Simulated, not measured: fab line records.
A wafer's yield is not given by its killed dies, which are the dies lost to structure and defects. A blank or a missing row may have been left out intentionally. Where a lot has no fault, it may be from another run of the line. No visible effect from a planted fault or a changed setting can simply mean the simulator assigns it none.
One fault seen from 2 desks | flow sky130 | every desk sees just its own numbers, and what lay behind them comes last

== AT THE TOOL OWNER'S DESK: implanter-01 ==
For each lot that ran on this tool, the mean over its sampled wafers that have a number, from the tool's own readings at SKY_SD_N_IMPLANT_09. If a lot's mean is further than 4 standard deviations from the usual mean, the lot is out of limits and carries the mark OUT (the distance appears in the brackets).
Columns: A = dose_ions_cm2 at SKY_SD_N_IMPLANT_09, usual 3.999e+15
lot  | first seen here | A
L342 | day 31 17:37    | 3.997e+15
L344 | day 32 17:00    | 2.999e+15 (-99 or more) OUT
L345 | day 33 08:49    | 2.997e+15 (-99 or more) OUT
Finding of this desk: L344, L345 out of limits; the first was L344 at day 32 17:00, on dose_ions_cm2 at SKY_SD_N_IMPLANT_09. In limits: L342.

== THE METROLOGY DESK ==
What the gauges read for every lot (on any tool): the sampled wafers with a number, averaged. If a lot's mean is further than 4 standard deviations from the usual mean, the lot is out of limits and carries the mark OUT (the distance appears in the brackets).
Columns: A = SD_N_RS at SKY_SD_N_RS_MEAS_16, usual 68.56 ohm/sq; B = LI_CONTACT_OVL at SKY_LI_CONTACT_OVL_MEAS_13, usual -2 nm
lot  | first seen here | A               | B
L331 | day 27 22:16    | 68.50           | -1
L334 | day 28 17:23    | 68.57           | 0
L335 | day 28 23:53    | 68.52           | 0
L336 | day 30 01:04    | 68.49           | -6
L339 | day 31 08:11    | 68.64           | -10
L342 | day 31 18:18    | 68.60           | -2
L344 | day 32 17:41    | 71.22 (+27) OUT | 0
L345 | day 33 09:30    | 71.44 (+29) OUT | 1
L346 | day 33 14:11    | 68.72           | -3
L351 | day 34 08:34    | 68.64           | -6
L354 | day 35 10:29    | 68.50           | 0
Per this desk, out of limits: L344, L345; the first was L344, day 32 17:41 (SD_N_RS at SKY_SD_N_RS_MEAS_16). In limits: L331, L334, L335, L336, L339, L342, L346, L351, L354.

== ALL TOGETHER ==
The tool owner's desk could have raised an alarm at day 32 17:00, on L344, L345.
An alarm was possible from the metrology desk at day 32 17:41, on L344, L345.
All the named lots went through SKY_SD_N_IMPLANT_09 on implanter-01.

== WHAT THE SIMULATOR PUT IN ==
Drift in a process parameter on implanter-01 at SKY_SD_N_IMPLANT_09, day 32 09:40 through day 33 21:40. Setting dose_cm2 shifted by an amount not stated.
Struck lots among those shown: L344, L345.
Delay (hours) between the fault's onset and each desk's first out-of-limits reading: 7 at the tool owner's desk, 8 at the metrology desk.
